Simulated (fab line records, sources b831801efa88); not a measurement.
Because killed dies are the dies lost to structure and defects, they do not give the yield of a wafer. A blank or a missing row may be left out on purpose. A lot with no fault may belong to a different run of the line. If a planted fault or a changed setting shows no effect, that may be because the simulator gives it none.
fab line records    flow sky130
[record] lots = 7  wafers = 21  last_day = 50
route steps=708 shown VT_ADJUST_PCH@148 SONOS_TUNNEL@154 PAD_OPEN@708
lots that met no fault: taken from a fault-free run of the same line
start_h: the number of hours between the record's first day and the start of the first shown wafer of the lot    wait_h: how many hours have passed since the lot's step before this one    " repeats the value in the row above    L1.1+2: a single row standing in for several wafers    - either no value or no given start    * or withheld: withheld    < > ~ a bound
route shown NAME@n: a module of which the file shows steps, and the number in the route of the first    usual: average and standard deviation across the fault-free wafers    same: alike in all rows    chamber/n: place in a boat    sites: readings site by site    _std_site: standard deviation of those values    _edge_site: inner sites' mean taken away from outer sites' mean    radius_mm: how far each site lies from the wafer's centre    mask NAME#n: copy n    behind: the most recent tool/chamber to have shaped the wafer    hold: reason for holding the lot/hours on hold/outcome of the hold    device: names the non-switching transistor (n, p or np)    end of line: the same wafers' tests at the end of the route    where a step has no rows: the recipe by itself    killed: count of dies lost to structure and defects at first sort (not the wafer's yield)    map: dies across one wafer; x = killed, . = not, _ = none there
set.NAME: the setting the step ran with; set.NAME@STEP: the setting that earlier step ran with    model.NAME: the simulator's own value behind a step, which no gauge read
lots at some steps of the route; a table a step, a row a wafer
services: the hour from which a tool's chamber was out of use, counted from the record's first day as start_h (under 0 if before that day), plus the number of hours and why
[[steps]]
[step SKY_VT_ADJUST_PCH_PEB_05]
[recipe] temp_c = 115  time_s = withheld
[step SKY_VT_ADJUST_PCH_DEVELOP_06]
[recipe] wall_angle_deg = 90  developer = TMAH  develop_time_s = 60  dev_temp_c = 23
[step SKY_VT_ADJUST_PCH_OVL_MEAS_07]
[usual] VT_ADJUST_PCH_OVL = -0.4/1.3
lot.wafer  tool        chamber  start_h  wait_h  VT_ADJUST_PCH_OVL[nm]
L988.2     overlay-01  -        302.96   -       -0.5
L988.4     "           -        "        "       -0.1
L988.6     "           -        "        "       -1.1
L990.3     overlay-02  -        316.85   -       2.4
L990.4     "           -        "        "       0.7
L990.5     "           -        "        "       2.5
L992.2     overlay-01  -        336.49   -       -2.7
L992.4     "           -        "        "       0.9
L992.6     "           -        "        "       -0.7
L993.1     overlay-01  -        345.05   -       -1.6
L993.2     "           -        "        "       -2.2
L993.5     "           -        "        "       -2.1
L994.1     overlay-02  -        346.40   -       -0.4
L994.3     "           -        "        "       -1.1
L994.5     "           -        "        "       -2.8
L995.4     overlay-01  -        362.82   -       -1.3
L995.5     "           -        "        "       -2.4
L995.6     "           -        "        "       -2.5
L101.3     overlay-02  -        403.66   -       -1.7
L101.5     "           -        "        "       -2.3
L101.6     "           -        "        "       -2.5
[step SKY_VT_ADJUST_PCH_IMPLANT_08]
[recipe] species = B  energy_kev = 10  dose_cm2 = 5e+11  tilt_deg = withheld
[step SKY_VT_ADJUST_PCH_STRIP_09]
[recipe] chemistry = O2/N2  power_w = 1400  pressure_mtorr = 1500  platen_temp_c = withheld  o2_flow_sccm = 3000  n2_flow_sccm = 300  overash_fraction = 0.5
[usual] drypump_motor_current_A = 5.5/0.32  o2_flow_sccm = 3001/7.7  oes_product_au = 0.722/0.0043  strip_time_to_endpoint_s = 36.90/0.091
lot.wafer  tool             chamber  start_h  wait_h  drypump_motor_current_A  o2_flow_sccm  oes_product_au  rf_hours_counter_h  strip_time_to_endpoint_s
L988.2     plasma_asher-03  1        303.14   0.1     5.6                      3003          0.719           61                  36.84
L988.4     "                0        "        "       5.5                      3008          0.725           -                   36.86
L988.6     "                0        "        "       5.6                      2993          0.722           -                   36.80
L990.3     plasma_asher-03  1        317.05   0.1     5.6                      3004          0.722           -                   37.01
L990.4     "                0        "        "       5.6                      3007          0.723           -                   36.80
L990.5     "                0        "        "       5.5                      2991          0.722           -                   36.91
L992.2     plasma_asher-03  1        336.67   0.1     5.6                      3011          0.713           65                  36.95
L992.4     "                0        "        "       5.5                      3016          0.728           -                   37.02
L992.6     "                0        "        "       5.5                      3014          0.721           -                   36.96
L993.1     plasma_asher-02  0        345.27   0.1     5.8                      3002          0.717           48                  36.81
L993.2     "                1        "        "       4.8                      3008          0.728           48                  36.81
L993.5     "                0        "        "       5.8                      2993          0.722           -                   36.89
L994.1     plasma_asher-02  0        346.59   0.1     5.8                      2999          0.721           49                  36.97
L994.3     "                0        "        "       5.8                      2990          0.724           -                   36.98
L994.5     "                0        "        "       5.8                      2995          0.715           -                   37.01
L995.4     plasma_asher-04  0        363.02   0.1     5.8                      3015          0.711           -                   36.88
L995.5     "                1        "        "       5.4                      2996          0.716           -                   36.94
L995.6     "                0        "        "       5.8                      3003          0.722           -                   36.84
L101.3     plasma_asher-04  1        403.87   0.1     5.3                      3005          0.719           -                   36.85
L101.5     "                1        "        "       5.3                      3009          0.715           -                   37.00
L101.6     "                0        "        "       5.9                      2997          0.721           -                   36.90
[step SKY_VT_ADJUST_PCH_TW_MEAS_10]
[usual] VT_ADJUST_PCH_TW = 143.1/1.1
lot.wafer  tool           chamber  start_h  wait_h  VT_ADJUST_PCH_TW
L988.2     film_metro-04  -        303.25   0.1     142.3
L988.4     "              -        "        "       142.7
L988.6     "              -        "        "       142.1
L990.3     film_metro-03  -        317.14   0.1     142.5
L990.4     "              -        "        "       143.5
L990.5     "              -        "        "       142.1
L992.2     film_metro-03  -        336.78   0.1     142.4
L992.4     "              -        "        "       141.6
L992.6     "              -        "        "       141.7
L993.1     film_metro-04  -        345.37   0.1     142.7
L993.2     "              -        "        "       143.5
L993.5     "              -        "        "       143.0
L994.1     film_metro-04  -        346.69   0.1     143.2
L994.3     "              -        "        "       144.0
L994.5     "              -        "        "       144.2
L995.4     film_metro-01  -        363.12   0.1     144.0
L995.5     "              -        "        "       143.8
L995.6     "              -        "        "       144.3
L101.3     film_metro-04  -        403.96   0.1     143.4
L101.5     "              -        "        "       143.2
L101.6     "              -        "        "       142.9
[step SKY_SONOS_TUNNEL_DEHYDRATE_00]
[recipe] temp_c = 200  time_s = 60
[step SKY_SONOS_TUNNEL_HMDS_01]
[recipe] prime_time_s = 60  prime_temp_c = 120
[step SKY_SONOS_TUNNEL_COAT_02]
[recipe] resist = NOVOLAK  spin_rpm = 3000  resist_thk_nm = 1140
[step SKY_SONOS_TUNNEL_SOFTBAKE_03]
[recipe] temp_c = 90  time_s = 60  resist = NOVOLAK
[step SKY_SONOS_TUNNEL_EXPOSE_04]
[recipe] mask_id = TUNM  na = 0.6  source_shape = conventional  sigma_outer = 0.6  polarization = unpolarized  target_cd_nm = 410  dose_mj = 136
[step SKY_SONOS_TUNNEL_PEB_05]
[recipe] temp_c = withheld  time_s = *  resist = NOVOLAK
[step SKY_SONOS_TUNNEL_DEVELOP_06]
[recipe] resist = NOVOLAK  developer = TMAH  develop_time_s = 60  dev_temp_c = 23
[usual] developer_temp_C = 23.01/0.11
lot.wafer  tool            chamber  start_h  wait_h  developer_temp_C
L988.2     litho_track-01  0        328.51   0.1     22.88
L988.4     "               0        "        "       22.90
L988.6     "               0        "        "       22.79
L990.3     litho_track-03  0        342.67   0.1     23.14
L990.4     "               0        "        "       23.18
L990.5     "               0        "        "       23.12
L992.2     litho_track-03  0        363.85   0.1     23.12
L992.4     "               0        "        "       23.02
L992.6     "               0        "        "       23.02
L993.1     litho_track-01  0        372.53   0.1     20.72
L993.2     "               0        "        "       20.66
L993.5     "               0        "        "       20.73
L994.1     litho_track-01  0        373.93   0.1     20.71
L994.3     "               0        "        "       20.71
L994.5     "               0        "        "       20.67
L995.4     litho_track-01  0        392.06   0.1     20.79
L995.5     "               0        "        "       20.70
L995.6     "               0        "        "       20.60
L101.3     litho_track-02  0        433.56   0.1     22.94
L101.5     "               0        "        "       22.81
L101.6     "               0        "        "       22.83
[step SKY_SONOS_TUNNEL_CD_MEAS_07]
[recipe] target_cd_nm = 410
[usual] cd_nm = 410.1/2.3
lot.wafer  tool       chamber  start_h  wait_h  cd_nm
L988.2     cd_sem-02  -        328.65   0.1     409.5
L988.4     "          -        "        "       410.6
L988.6     "          -        "        "       408.9
L990.3     cd_sem-02  -        342.81   0.1     407.5
L990.4     "          -        "        "       409.0
L990.5     "          -        "        "       407.2
L992.2     cd_sem-02  -        363.99   0.1     407.6
L992.4     "          -        "        "       406.7
L992.6     "          -        "        "       407.2
L993.1     cd_sem-02  -        372.68   0.1     417.5
L993.2     "          -        "        "       416.1
L993.5     "          -        "        "       416.6
L994.1     cd_sem-01  -        374.08   0.1     420.9
L994.3     "          -        "        "       419.4
L994.5     "          -        "        "       420.8
L995.4     cd_sem-01  -        392.19   0.1     414.5
L995.5     "          -        "        "       415.8
L995.6     "          -        "        "       418.1
L101.3     cd_sem-02  -        433.70   0.1     411.5
L101.5     "          -        "        "       409.8
L101.6     "          -        "        "       410.5
[step SKY_SONOS_TUNNEL_OVL_MEAS_08]
[usual] SONOS_TUNNEL_OVL = -0.3/1.3
lot.wafer  tool        chamber  start_h  wait_h  SONOS_TUNNEL_OVL[nm]
L988.2     overlay-01  -        328.76   0.1     0.9
L988.4     "           -        "        "       0.9
L988.6     "           -        "        "       1.7
L990.3     overlay-02  -        342.90   0.1     0.9
L990.4     "           -        "        "       1.1
L990.5     "           -        "        "       2.6
L992.2     overlay-02  -        364.10   0.1     0.0
L992.4     "           -        "        "       -2.2
L992.6     "           -        "        "       -0.4
L993.1     overlay-01  -        372.80   0.1     -0.5
L993.2     "           -        "        "       -0.2
L993.5     "           -        "        "       -1.7
L994.1     overlay-01  -        374.20   0.1     -1.4
L994.3     "           -        "        "       -0.7
L994.5     "           -        "        "       -0.2
L995.4     overlay-02  -        392.27   0.1     -0.8
L995.5     "           -        "        "       -1.2
L995.6     "           -        "        "       0.0
L101.3     overlay-02  -        433.80   0.1     -0.1
L101.5     "           -        "        "       -1.3
L101.6     "           -        "        "       -1.7
[step SKY_PAD_OPEN_PROBE_99]
[usual] killed_at_M0_to_M3 = 44/7  killed_at_M4_up = 3.0/1.7  killed_at_contacts = 24/5.2  killed_at_front_end = 15/4.8  killed_at_other = 0.2/0.56  killed_dies = 86/9.7  killed_open = 47/7.1  killed_short = 39/6.3
[same] gross_dies = 492  killed_at_back_side = 0
lot.wafer  tool       chamber  start_h  wait_h  killed_at_M0_to_M3  killed_at_M4_up  killed_at_contacts  killed_at_front_end  killed_at_other  killed_dies  killed_open  killed_short
L988.2     prober-02  -        1141.17  0.1     36                  5                23                  12                   0                76           37           39
L988.4     prober-02  -        1141.27  0.2     36                  4                24                  10                   0                74           35           39
L988.6     prober-02  -        1141.37  0.2     49                  2                23                  12                   0                86           46           40
L990.3     prober-02  -        1155.29  0.2     44                  5                23                  13                   2                87           44           41
L990.4     prober-02  -        1155.34  0.2     45                  2                31                  10                   2                90           54           35
L990.5     prober-02  -        1155.39  0.2     53                  2                18                  16                   0                89           52           37
L992.2     prober-02  -        1163.87  0.1     38                  5                27                  24                   0                94           53           41
L992.4     prober-02  -        1163.97  0.2     43                  5                17                  18                   0                83           44           39
L992.6     prober-02  -        1164.07  0.2     54                  1                28                  22                   0                105          63           42
L993.1     prober-02  -        1168.15  0.1     52                  2                25                  14                   1                94           52           41
L993.2     prober-02  -        1168.20  0.1     38                  3                25                  20                   0                86           46           40
L993.5     prober-02  -        1168.35  0.2     45                  2                25                  18                   1                91           51           40
L994.1     prober-01  -        1170.69  0.1     39                  5                21                  10                   0                75           43           32
L994.3     prober-01  -        1170.79  0.2     44                  3                16                  15                   0                78           40           38
L994.5     prober-01  -        1170.89  0.2     40                  2                23                  11                   0                76           36           39
L995.4     prober-02  -        1182.81  0.2     44                  4                26                  13                   0                87           45           42
L995.5     prober-02  -        1182.86  0.2     36                  5                23                  14                   0                78           36           42
L995.6     prober-02  -        1182.91  0.2     43                  3                25                  12                   0                83           47           35
L101.3     prober-02  -        1200.14  0.2     47                  3                39                  18                   0                107          55           51
L101.5     prober-02  -        1200.24  0.2     50                  0                16                  15                   0                81           43           38
L101.6     prober-02  -        1200.29  0.2     43                  1                24                  16                   0                84           44           38
// killed by level:class
L988.2 VIA1:geometric_particle:open=9 CONTACT:geometric_particle:open=8 METAL1:geometric_particle:short=6 VIA3:geometric_particle:open=6 LI_CONTACT:geometric_particle:open=5 VIA1:geometric_particle:short=5 FIELD_ISO:geometric_particle:short=4 CONTACT:geometric_particle:short=4
L988.4 VIA1:geometric_particle:open=10 LOCAL_INTERCONNECT:geometric_particle:short=6 CONTACT:geometric_particle:short=6 CONTACT:geometric_particle:open=5 METAL1:geometric_particle:open=4 VIA3:geometric_particle:open=4 METAL4:geometric_particle:short=4 FIELD_ISO:geometric_particle:open=3
L988.6 VIA1:geometric_particle:open=11 LI_CONTACT:geometric_particle:open=9 VIA1:geometric_particle:short=7 CONTACT:geometric_particle:open=6 METAL1:geometric_particle:short=6 VIA2:geometric_particle:open=5 POLY_GATE:geometric_particle:short=4 METAL2:geometric_particle:short=4
L990.3 VIA1:geometric_particle:open=11 VIA3:geometric_particle:open=8 VIA1:geometric_particle:short=8 LI_CONTACT:geometric_particle:open=7 CONTACT:geometric_particle:open=5 CONTACT:geometric_particle:short=5 VIA2:geometric_particle:open=5 LOCAL_INTERCONNECT:geometric_particle:short=4
L990.4 CONTACT:geometric_particle:open=17 VIA1:geometric_particle:open=11 VIA3:geometric_particle:open=8 VIA2:geometric_particle:open=7 LI_CONTACT:geometric_particle:short=5 LOCAL_INTERCONNECT:geometric_particle:short=5 METAL1:geometric_particle:short=5 VIA1:geometric_particle:short=5
L990.5 VIA1:geometric_particle:open=16 VIA2:geometric_particle:open=9 CONTACT:geometric_particle:open=6 METAL1:geometric_particle:short=6 VIA2:geometric_particle:short=6 VIA1:geometric_particle:short=5 LI_CONTACT:geometric_particle:open=4 SPACER:geometric_particle:short=4
L992.2 VIA1:geometric_particle:open=11 CONTACT:geometric_particle:open=10 LOCAL_INTERCONNECT:geometric_particle:short=6 VIA3:geometric_particle:open=6 FIELD_ISO:geometric_particle:open=5 METAL2:geometric_particle:short=5 LI_CONTACT:geometric_particle:open=5 POLY_GATE:geometric_particle:open=4
L992.4 VIA1:geometric_particle:open=8 FIELD_ISO:geometric_particle:open=6 CONTACT:geometric_particle:short=6 LI_CONTACT:geometric_particle:open=6 VIA3:geometric_particle:open=6 FIELD_ISO:geometric_particle:short=5 METAL1:geometric_particle:short=5 VIA1:geometric_particle:short=5
L992.6 VIA1:geometric_particle:open=21 LI_CONTACT:geometric_particle:open=12 METAL1:geometric_particle:short=10 CONTACT:geometric_particle:open=9 POLY_GATE:geometric_particle:short=7 VIA1:geometric_particle:short=6 FIELD_ISO:geometric_particle:short=5 FIELD_ISO:geometric_particle:open=4
L993.1 VIA1:geometric_particle:open=11 LI_CONTACT:geometric_particle:open=10 METAL1:geometric_particle:short=9 VIA1:geometric_particle:short=7 VIA3:geometric_particle:open=7 CONTACT:geometric_particle:open=6 METAL2:geometric_particle:short=6 FIELD_ISO:geometric_particle:open=5
L993.2 CONTACT:geometric_particle:open=11 VIA1:geometric_particle:open=10 POLY_GATE:geometric_particle:short=7 LI_CONTACT:geometric_particle:open=6 VIA2:geometric_particle:short=5 VIA3:geometric_particle:open=5 FIELD_ISO:geometric_particle:open=4 LOCAL_INTERCONNECT:geometric_particle:short=4
L993.5 CONTACT:geometric_particle:open=10 VIA1:geometric_particle:open=9 FIELD_ISO:geometric_particle:short=8 VIA3:geometric_particle:open=7 VIA2:geometric_particle:open=6 LI_CONTACT:geometric_particle:open=5 METAL1:geometric_particle:short=5 VIA2:geometric_particle:short=5
L994.1 VIA1:geometric_particle:open=8 LI_CONTACT:geometric_particle:open=7 VIA2:geometric_particle:open=6 FIELD_ISO:geometric_particle:open=4 LOCAL_INTERCONNECT:geometric_particle:short=4 CONTACT:geometric_particle:short=4 METAL2:geometric_particle:short=4 METAL2:geometric_particle:open=4
L994.3 CONTACT:geometric_particle:open=8 VIA2:geometric_particle:open=7 VIA1:geometric_particle:open=6 POLY_GATE:geometric_particle:short=5 METAL1:geometric_particle:short=5 VIA1:geometric_particle:short=5 METAL2:geometric_particle:short=5 VIA3:geometric_particle:open=5
L994.5 VIA2:geometric_particle:open=9 CONTACT:geometric_particle:open=8 LI_CONTACT:geometric_particle:open=6 METAL1:geometric_particle:short=6 POLY_GATE:geometric_particle:short=4 LOCAL_INTERCONNECT:geometric_particle:short=4 METAL3:geometric_particle:short=4 METAL2:geometric_particle:short=4
L995.4 VIA1:geometric_particle:open=13 LI_CONTACT:geometric_particle:open=7 CONTACT:geometric_particle:open=7 METAL1:geometric_particle:short=7 LOCAL_INTERCONNECT:geometric_particle:short=5 VIA2:geometric_particle:open=5 FIELD_ISO:geometric_particle:short=4 FIELD_ISO:geometric_particle:open=4
L995.5 LOCAL_INTERCONNECT:geometric_particle:short=8 VIA3:geometric_particle:open=8 VIA1:geometric_particle:open=7 VIA1:geometric_particle:short=6 FIELD_ISO:geometric_particle:short=5 METAL3:geometric_particle:short=5 LI_CONTACT:geometric_particle:open=5 METAL4:geometric_particle:short=5
L995.6 VIA1:geometric_particle:open=11 LI_CONTACT:geometric_particle:open=9 VIA1:geometric_particle:short=7 VIA3:geometric_particle:open=7 CONTACT:geometric_particle:open=6 LOCAL_INTERCONNECT:geometric_particle:short=5 VIA2:geometric_particle:open=4 VIA3:geometric_particle:short=4
L101.3 CONTACT:geometric_particle:open=11 LI_CONTACT:geometric_particle:open=9 CONTACT:geometric_particle:short=9 VIA1:geometric_particle:open=9 METAL1:geometric_particle:short=8 VIA3:geometric_particle:open=7 VIA2:geometric_particle:open=5 LOCAL_INTERCONNECT:geometric_particle:short=4
L101.5 VIA3:geometric_particle:open=10 METAL1:geometric_particle:short=7 VIA2:geometric_particle:open=7 CONTACT:geometric_particle:open=6 VIA1:geometric_particle:short=5 VIA1:geometric_particle:open=5 METAL2:geometric_particle:short=5 FIELD_ISO:geometric_particle:open=4
L101.6 VIA2:geometric_particle:open=8 VIA3:geometric_particle:open=6 LI_CONTACT:geometric_particle:open=6 LOCAL_INTERCONNECT:geometric_particle:short=6 CONTACT:geometric_particle:open=5 VIA1:geometric_particle:short=5 VIA1:geometric_particle:open=5 FIELD_ISO:geometric_particle:open=4
[[services]]
tool             chamber  start_h  hours  kind
plasma_asher-02  -        314.16   4.0    repair
plasma_asher-04  -        397.11   6.0    repair
plasma_asher-03  -        421.25   9.0    pm
plasma_asher-03  0        421.25   9.0    vent_cycle
plasma_asher-03  1        421.25   9.0    vent_cycle
litho_track-02   -        422.95   -      consumable_replace:filter
plasma_asher-03  0        430.25   -      clean
plasma_asher-03  1        430.25   -      clean
plasma_asher-02  -        430.61   48.9   repair
[[key]]
[first_sign] step = SKY_SONOS_TUNNEL_DEVELOP_06  reading = developer_temp_C  direction = down  sigmas = 21  usual = *  struck = *
[effect] step = SKY_SONOS_TUNNEL_CD_MEAS_07  reading = cd_nm  direction = up  sigmas = 3.3  usual = 410.1  struck = 417.7  through = control_loop
met_at SKY_SONOS_TUNNEL_DEVELOP_06
struck_wafers L993.1,L993.2,L993.5,L994.1,L994.3,L994.5,L995.4,L995.5,L995.6
tester_left_out L993,L994,L995
[loop_trim] step = SKY_SONOS_TUNNEL_EXPOSE_04  setting = dose  lots = L995
onset_between 328.51 372.53
[fault] kind = process_parameter_drift  tool = litho_track-01  chamber = -  onset_h = 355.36  steps = SKY_SONOS_TUNNEL_DEVELOP_06  channel = dev_temp_c  offset = *  shape = step  end_h = 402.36  acts_in = *  stated = *
// tester_left_out: of these lots the tester's yield and bins aren't shown, on N5 and GAA mostly nor the transistor test; their killed dies are dies lost to structure and defects alone, not to doping, threshold or leakage, so they don't give the yield
// loop_trim: a control loop set the setting to another value than it would have without faults
